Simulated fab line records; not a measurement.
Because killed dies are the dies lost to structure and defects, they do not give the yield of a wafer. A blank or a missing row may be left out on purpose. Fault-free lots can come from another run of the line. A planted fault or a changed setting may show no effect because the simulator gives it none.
Problem report, 8D (eight disciplines) form, completed by code / flow sky130 / the parts of the form that need people (team, actions taken, sign-off) are left out

== 1. THE PROBLEM ==
VIA3_HDPCVD_THK at SKY_VIA3_THK_MEAS_01 reads a mean of 1062 nm on 2 wafers of 1 lot; wafers without a fault read 1633 nm with a standard deviation of 20. Relative to the usual mean, that is a shift of -29 standard deviations.
First seen on wafer L131.3, day 44 14:10, on film metro-02. Wafers with a number at this step in the record: 39, from 13 lots. Rule for "out" (also "out of limits"): further than 4 standard deviations from the usual mean. The rest of the wafers with a number are treated as sound.

== 2. WHAT IT IS AND WHAT IT IS NOT ==
question=which readings at this step; is=VIA3_HDPCVD_THK; is not=-
question=which lots; is=L131; is not=L110, L111, L112, L113, L114, L116, L119, L120, L121, L123, L124, L127
question=which wafers of those lots; is=L131.3, L131.4; is not=L131.5
question=read on which gauges; is=film metro-02; is not=film metro-03, film metro-04
question=when; is=from day 44 14:10; is not=up to then (37 sound wafers)

== 3. THE SUSPECTS, EACH WITH WHAT RULES IT OUT ==
Counting: a tool at a process step up to the reading stays a suspect if it ran every lot that is out. Sound lots after the first of them don't rule it out here, since some wafers of a struck lot are sound.
- the gauge at SKY_VIA3_THK_MEAS_01: kept. All the wafers that are out were read on film metro-02, and no step on other tools shows them out.
- pvd sputter-02 at SKY_VIA2_SPUTTER_20 (material TiN, target thk 20 nm, time 80 s): kept. L131, the lot that is out, went through it at day 42 13:46; up to then, the latest sound lot through it was L127 at day 41 12:29.
- hdpcvd-01 at SKY_VIA3_HDPCVD_00 (deposits SiO2, target thk 1635 nm, time 272.5 s): kept. L131, the lot that is out, went through it at day 44 13:59; up to then, the latest sound lot through it was L127 at day 43 12:40.
Still standing after the count: pvd sputter-02 at SKY_VIA2_SPUTTER_20, hdpcvd-01 at SKY_VIA3_HDPCVD_00, film metro-02 at SKY_VIA3_THK_MEAS_01.

== 4. THE CAUSE (what the simulator had put in) ==
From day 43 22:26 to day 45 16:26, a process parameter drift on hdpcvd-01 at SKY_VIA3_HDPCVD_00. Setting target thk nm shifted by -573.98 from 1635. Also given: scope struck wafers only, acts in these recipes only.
After counting, 3 suspects remain, this tool included.

== 5. SEQUENCE OF EFFECTS, ordered by route ==
Each row: a reading whose mean over the struck wafers that have a number lies more than 3 standard deviations from the usual. Readings are gone through only where the record gives a usual standard deviation; hours: the median, over the lots, of the time from a lot's start at the first step in this table giving one to that lot's start at this step; sigmas: the change measured in usual standard deviations.
hours=0; step=SKY_VIA3_THK_MEAS_01; reading=VIA3_HDPCVD_THK; usual=1633 nm; on struck wafers=1062; change=-570; sigmas=-29

== 6. WHAT WOULD HAVE CAUGHT IT SOONER ==
16 hours passed between the start of the fault at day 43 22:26 and the first reading out of limits at a measuring or inspecting step in this record, taken at day 44 14:10.
Lots out: 1; all had begun SKY_VIA3_HDPCVD_00 on hdpcvd-01 by day 44 14:10. None of them would have been spared by holding the tool at that moment.
